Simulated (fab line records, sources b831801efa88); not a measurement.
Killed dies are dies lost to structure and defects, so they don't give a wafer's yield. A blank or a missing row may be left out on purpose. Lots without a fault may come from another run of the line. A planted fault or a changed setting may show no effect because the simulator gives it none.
fab line records | flow sky130
record lots=5 wafers=15 last_day=50
route steps=708 shown PWDE@48 NWELL@56
lots that met no fault: from a run of the same line without faults
start_h: hours from the record's first day to the start of the lot's first wafer shown | wait_h: hours since the lot's step before | " the same as in the row above | L1.1+2: a row that stands for several wafers | - no value, or no start given | * or withheld: withheld | < > ~ a bound
route shown NAME@n: a module of which the file shows steps, and the number in the route of the first | usual: mean/standard deviation of fault-free wafers | same: alike in all rows | chamber/n: place in a boat | sites: the reading at each site | _std_site: their standard deviation | _edge_site: outer sites' mean less inner sites' | radius_mm: how far each site lies from the wafer's centre | mask NAME#n: copy n | behind: the tool/chamber that last shaped the wafer | hold: why the lot was held/for how many hours/how that ended | device: the transistor (n, p or np) that didn't switch | end of line: the same wafers' tests at the end of the route | a step without rows: its recipe alone | killed: dies lost to structure and defects at the first sort, not the wafer's yield | map: a wafer's dies, x killed, . not, _ none there
set.NAME: the setting as run; set.NAME@STEP: as run at that earlier step | model.NAME: the simulator's own value behind a step, which no gauge read
lots at some steps of the route; a table a step, a row a wafer
services: from which hour (start_h, from the record's first day; less than 0 if before it) a tool's chamber was out of use, for how many hours, and why
## steps
# step SKY_PWDE_SOFTBAKE_03
# recipe temp_c=110 time_s=withheld
# step SKY_PWDE_EXPOSE_04
# recipe mask_id=PWDEM na=0.6 source_shape=conventional sigma_outer=0.6 polarization=unpolarized target_cd_nm=840 dose_mj=214
# step SKY_PWDE_PEB_05
# recipe temp_c=115 time_s=withheld
# step SKY_PWDE_DEVELOP_06
# recipe wall_angle_deg=90 developer=TMAH develop_time_s=60 dev_temp_c=23
# step SKY_PWDE_OVL_MEAS_07
# usual PWDE_OVL=-0.9/1.4
# columns lot.wafer tool chamber start_h wait_h PWDE_OVL[nm]
L761.1 overlay-01 - 74.46 - -0.3
L761.3 " - " " -0.2
L761.6 " - " " -1.4
L770.2 overlay-02 - 124.71 - 0.7
L770.4 " - " " -0.1
L770.5 " - " " 0.5
L771.1 overlay-01 - 131.38 - -3.1
L771.2 " - " " 0.2
L771.4 " - " " -1.8
L781.1 overlay-01 - 189.02 - -2.5
L781.3 " - " " 0.4
L781.6 " - " " -1.6
L782.1 overlay-02 - 192.47 - -0.8
L782.2 " - " " 0.1
L782.6 " - " " 0.0
# step SKY_PWDE_IMPLANT_08
# recipe species=B energy_kev=150 dose_cm2=3.6e+12 tilt_deg=withheld
# step SKY_PWDE_STRIP_09
# recipe chemistry=O2/N2 power_w=1400 pressure_mtorr=1500 platen_temp_c=withheld o2_flow_sccm=3000 n2_flow_sccm=300 overash_fraction=0.5
# usual drypump_motor_current_A=5.6/0.57 oes_product_au=0.722/0.0041 strip_time_to_endpoint_s=36.90/0.12
# columns lot.wafer tool chamber start_h wait_h drypump_motor_current_A oes_product_au rf_hours_counter_h strip_time_to_endpoint_s
L761.1 plasma_asher-04 0 74.64 0.1 5.2 0.713 27 37.07
L761.3 " 0 " " 5.2 0.723 - 37.08
L761.6 " 0 " " 5.2 0.722 - 37.12
L770.2 plasma_asher-03 1 124.89 0.1 6.7 0.724 1 36.72
L770.4 " 0 " " 5.9 0.731 - 36.77
L770.5 " 0 " " 5.9 0.728 - 36.72
L771.1 plasma_asher-03 0 131.57 0.1 5.9 0.723 1 36.88
L771.2 " 1 " " 6.7 0.724 1 36.86
L771.4 " 1 " " 6.7 0.728 - 36.83
L781.1 plasma_asher-01 0 189.20 0.1 5.3 0.724 47 37.01
L781.3 " 1 " " 5.3 0.725 - 36.73
L781.6 " 1 " " 5.3 0.726 - 36.82
L782.1 plasma_asher-03 1 192.65 0.1 6.7 0.725 7 37.20
L782.2 " 0 " " 5.9 0.724 7 37.04
L782.6 " 0 " " 5.9 0.723 - 37.20
# step SKY_PWDE_TW_MEAS_10
# usual PWDE_TW=374.7/2.6
# columns lot.wafer tool chamber start_h wait_h PWDE_TW
L761.1 film_metro-03 - 74.74 0.1 373.4
L761.3 " - " " 375.5
L761.6 " - " " 374.9
L770.2 film_metro-03 - 125.00 0.1 376.6
L770.4 " - " " 378.1
L770.5 " - " " 377.5
L771.1 film_metro-04 - 131.67 0.1 377.9
L771.2 " - " " 376.6
L771.4 " - " " 379.4
L781.1 film_metro-02 - 189.30 0.1 370.8
L781.3 " - " " 370.9
L781.6 " - " " 371.8
L782.1 film_metro-02 - 192.75 0.1 371.2
L782.2 " - " " 371.6
L782.6 " - " " 374.5
# step SKY_NWELL_DEHYDRATE_03
# recipe temp_c=200 time_s=60
# step SKY_NWELL_HMDS_04
# recipe prime_time_s=60 prime_temp_c=120
# step SKY_NWELL_COAT_05
# recipe spin_rpm=2000 resist_thk_nm=3000
# step SKY_NWELL_SOFTBAKE_06
# recipe temp_c=110 time_s=withheld
# step SKY_NWELL_EXPOSE_07
# recipe mask_id=NWM na=0.6 source_shape=conventional sigma_outer=0.6 polarization=unpolarized target_cd_nm=840 dose_mj=255
# same na=0.6
# columns lot.wafer tool chamber start_h wait_h mask
L761.1+3+6 iline_stepper-02 0 83.93 - NWM#0
L770.2+4+5 iline_stepper-01 0 134.61 - NWM_COMPLEMENT#0
L771.1+2+4 iline_stepper-01 0 142.11 - NWM#0
L781.1+3+6 iline_stepper-02 0 199.31 - NWM#0
L782.1+2+6 iline_stepper-01 0 203.04 - NWM#0
# step SKY_NWELL_PEB_08
# recipe temp_c=115 time_s=withheld
# step SKY_NWELL_DEVELOP_09
# recipe wall_angle_deg=90 developer=TMAH develop_time_s=60 dev_temp_c=23
# step SKY_NWELL_OVL_MEAS_10
# usual NWELL_00_OVL=0.2/1.4
# columns lot.wafer tool chamber start_h wait_h NWELL_00_OVL[nm]
L761.1 overlay-01 - 91.98 - 1.9
L761.3 " - " " -0.3
L761.6 " - " " -0.4
L770.2 overlay-01 - 144.69 - -
L770.4 " - " " -
L770.5 " - " " -
L771.1 overlay-02 - 151.52 - -2.0
L771.2 " - " " -0.8
L771.4 " - " " -1.5
L781.1 overlay-01 - 211.02 - 1.3
L781.3 " - " " -0.2
L781.6 " - " " -0.7
L782.1 overlay-01 - 214.66 - 1.6
L782.2 " - " " 0.0
L782.6 " - " " 0.9
# step SKY_NWELL_IMPLANT_11
# recipe species=P energy_kev=400 dose_cm2=1.9e+13 tilt_deg=withheld
# step SKY_NWELL_IMPLANT_12
# recipe species=P energy_kev=120 dose_cm2=1.3e+12 tilt_deg=withheld
# step SKY_NWELL_IMPLANT_13
# recipe species=P energy_kev=50 dose_cm2=7e+11 tilt_deg=withheld
# step SKY_NWELL_STRIP_14
# recipe chemistry=O2/N2 power_w=1400 pressure_mtorr=1500 platen_temp_c=withheld o2_flow_sccm=3000 n2_flow_sccm=300 overash_fraction=0.5
# usual drypump_motor_current_A=5.38/0.18 oes_product_au=0.722/0.0045 strip_time_to_endpoint_s=36.87/0.12
# columns lot.wafer tool chamber start_h wait_h drypump_motor_current_A oes_product_au rf_hours_counter_h strip_time_to_endpoint_s
L761.1 plasma_asher-04 1 92.47 0.1 5.17 0.725 28 36.95
L761.3 " 1 " " 5.21 0.721 - 37.01
L761.6 " 0 " " 5.23 0.726 - 36.88
L770.2 plasma_asher-01 1 145.17 0.1 5.31 0.724 43 36.71
L770.4 " 1 " " 5.31 0.724 - 36.70
L770.5 " 0 " " 5.26 0.731 - 36.73
L771.1 plasma_asher-02 0 152.00 0.1 5.71 0.726 46 37.00
L771.2 " 1 " " 5.38 0.726 46 36.96
L771.4 " 1 " " 5.38 0.727 - 36.99
L781.1 plasma_asher-01 1 211.50 0.1 5.36 0.725 50 36.78
L781.3 " 0 " " 5.26 0.722 - 36.79
L781.6 " 1 " " 5.33 0.714 - 36.74
L782.1 plasma_asher-02 0 215.14 0.1 5.71 0.725 53 36.90
L782.2 " 1 " " 5.39 0.726 53 36.83
L782.6 " 1 " " 5.38 0.721 - 36.85
# step SKY_NWELL_TW_MEAS_15
# usual NWELL_TW=1819/14
# columns lot.wafer tool chamber start_h wait_h NWELL_TW
L761.1 film_metro-03 - 92.57 0.1 1817
L761.3 " - " " 1821
L761.6 " - " " 1829
L770.2 film_metro-04 - 145.28 0.1 30
L770.4 " - " " 30
L770.5 " - " " 30
L771.1 film_metro-02 - 152.10 0.1 1799
L771.2 " - " " 1808
L771.4 " - " " 1792
L781.1 film_metro-04 - 211.60 0.1 1831
L781.3 " - " " 1838
L781.6 " - " " 1832
L782.1 film_metro-03 - 215.24 0.1 1828
L782.2 " - " " 1821
L782.6 " - " " 1823
# step SKY_NWELL_DEHYDRATE_16
# recipe temp_c=200 time_s=60
# step SKY_NWELL_HMDS_17
# recipe prime_time_s=60 prime_temp_c=120
# step SKY_NWELL_COAT_18
# recipe spin_rpm=2000 resist_thk_nm=3000
# step SKY_NWELL_SOFTBAKE_19
# recipe temp_c=110 time_s=withheld
# step SKY_NWELL_EXPOSE_20
# recipe mask_id=NWM_COMPLEMENT na=0.6 source_shape=conventional sigma_outer=0.6 polarization=unpolarized target_cd_nm=840 dose_mj=260
# step SKY_NWELL_PEB_21
# recipe temp_c=115 time_s=withheld
# step SKY_NWELL_DEVELOP_22
# recipe wall_angle_deg=90 developer=TMAH develop_time_s=60 dev_temp_c=23
# step SKY_NWELL_OVL_MEAS_23
# usual NWELL_01_OVL=0.3/1.4
# columns lot.wafer tool chamber start_h wait_h NWELL_01_OVL[nm]
L761.1 overlay-02 - 109.77 - 1.0
L761.3 " - " " 1.2
L761.6 " - " " 2.0
L770.2 overlay-02 - 164.46 - 0.8
L770.4 " - " " 1.2
L770.5 " - " " 0.4
L771.1 overlay-01 - 172.63 - 0.0
L771.2 " - " " 1.4
L771.4 " - " " 2.0
L781.1 overlay-01 - 234.88 - 2.4
L781.3 " - " " 1.4
L781.6 " - " " 2.3
L782.1 overlay-02 - 238.92 - 0.6
L782.2 " - " " 1.5
L782.6 " - " " 2.1
# step SKY_NWELL_IMPLANT_24
# recipe species=B energy_kev=140 dose_cm2=9.2e+12 tilt_deg=withheld
# step SKY_NWELL_STRIP_25
# recipe chemistry=O2/N2 power_w=1400 pressure_mtorr=1500 platen_temp_c=withheld o2_flow_sccm=3000 n2_flow_sccm=300 overash_fraction=0.5
# usual drypump_motor_current_A=5.35/0.19 oes_product_au=0.722/0.0041 strip_time_to_endpoint_s=36.93/0.11
# columns lot.wafer tool chamber start_h wait_h drypump_motor_current_A oes_product_au rf_hours_counter_h strip_time_to_endpoint_s
L761.1 plasma_asher-04 1 109.95 0.1 5.18 0.727 30 36.94
L761.3 " 1 " " 5.15 0.729 - 36.78
L761.6 " 0 " " 5.20 0.725 - 36.78
L770.2 plasma_asher-01 1 164.64 0.1 5.31 0.718 45 37.12
L770.4 " 0 " " 5.24 0.718 - 36.98
L770.5 " 0 " " 5.23 0.725 - 37.01
L771.1 plasma_asher-04 1 172.82 0.1 5.15 0.725 36 36.92
L771.2 " 0 " " 5.21 0.723 36 36.90
L771.4 " 1 " " 5.13 0.725 - 37.02
L781.1 plasma_asher-02 1 235.07 0.1 5.40 0.721 56 36.83
L781.3 " 0 " " 5.70 0.723 - 36.70
L781.6 " 1 " " 5.36 0.721 - 36.79
L782.1 plasma_asher-01 1 239.10 0.1 5.33 0.723 53 36.78
L782.2 " 0 " " 5.23 0.717 53 36.74
L782.6 " 0 " " 5.24 0.722 - 36.87
# step SKY_NWELL_TW_MEAS_26
# usual NWELL_2_TW=496/4.2
# columns lot.wafer tool chamber start_h wait_h NWELL_2_TW
L761.1 film_metro-03 - 110.05 0.1 501
L761.3 " - " " 499
L761.6 " - " " 499
L770.2 film_metro-02 - 164.75 0.1 1802
L770.4 " - " " 1808
L770.5 " - " " 1813
L771.1 film_metro-02 - 172.92 0.1 494
L771.2 " - " " 493
L771.4 " - " " 492
L781.1 film_metro-03 - 235.17 0.1 496
L781.3 " - " " 496
L781.6 " - " " 497
L782.1 film_metro-04 - 239.20 0.1 499
L782.2 " - " " 498
L782.6 " - " " 500
# step SKY_NWELL_CLEAN_27
# recipe chemistry=SC1/SC2 mix=1:4:20 temp_c=70 time_s=150 dry=n2_spin
## services
# columns tool chamber start_h hours kind
plasma_asher-01 - 53.81 2.8 pm
plasma_asher-04 - 64.41 1.4 repair
plasma_asher-02 - 68.49 8.6 repair
plasma_asher-01 - 90.09 1.3 repair
plasma_asher-03 - 108.75 9.0 pm
plasma_asher-03 0 108.75 9.0 vent_cycle
plasma_asher-03 1 108.75 9.0 vent_cycle
iline_stepper-02 - 113.22 1.7 pm
plasma_asher-03 0 117.75 - clean
plasma_asher-03 1 117.75 - clean
iline_stepper-02 - 172.77 0.8 repair
plasma_asher-04 - 188.74 1.6 repair
plasma_asher-04 - 190.64 88.7 repair
plasma_asher-03 - 204.24 1.7 repair
plasma_asher-01 - 229.43 7.7 repair
plasma_asher-03 - 237.10 14.6 pm
## key
first_sign step=SKY_NWELL_EXPOSE_07 reading=mask direction=changed
effect step=SKY_NWELL_OVL_MEAS_10 reading=NWELL_00_OVL direction=missing
effect step=SKY_NWELL_TW_MEAS_15 reading=NWELL_TW direction=down sigmas=99+ usual=1819 struck=30
effect step=SKY_NWELL_TW_MEAS_26 reading=NWELL_2_TW direction=up sigmas=99+ usual=496 struck=1807
met_at SKY_NWELL_EXPOSE_07
struck_wafers L770.2,L770.4,L770.5
sort_left_out L770.2,L770.4,L770.5
tester_left_out L770
fault kind=wrong_mask tool=any chamber=- onset_h=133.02 steps=SKY_NWELL_EXPOSE_07 aux_copy=NWM_COMPLEMENT#0 scope=struck_lots_only
# tester_left_out: of these lots the tester's yield and bins aren't shown, on N5 and GAA mostly nor the transistor test; their killed dies are dies lost to structure and defects alone, not to doping, threshold or leakage, so they don't give the yield
# sort_left_out: the simulated sort isn't trusted on such a fault, so these wafers' sort isn't shown, and their yield isn't known
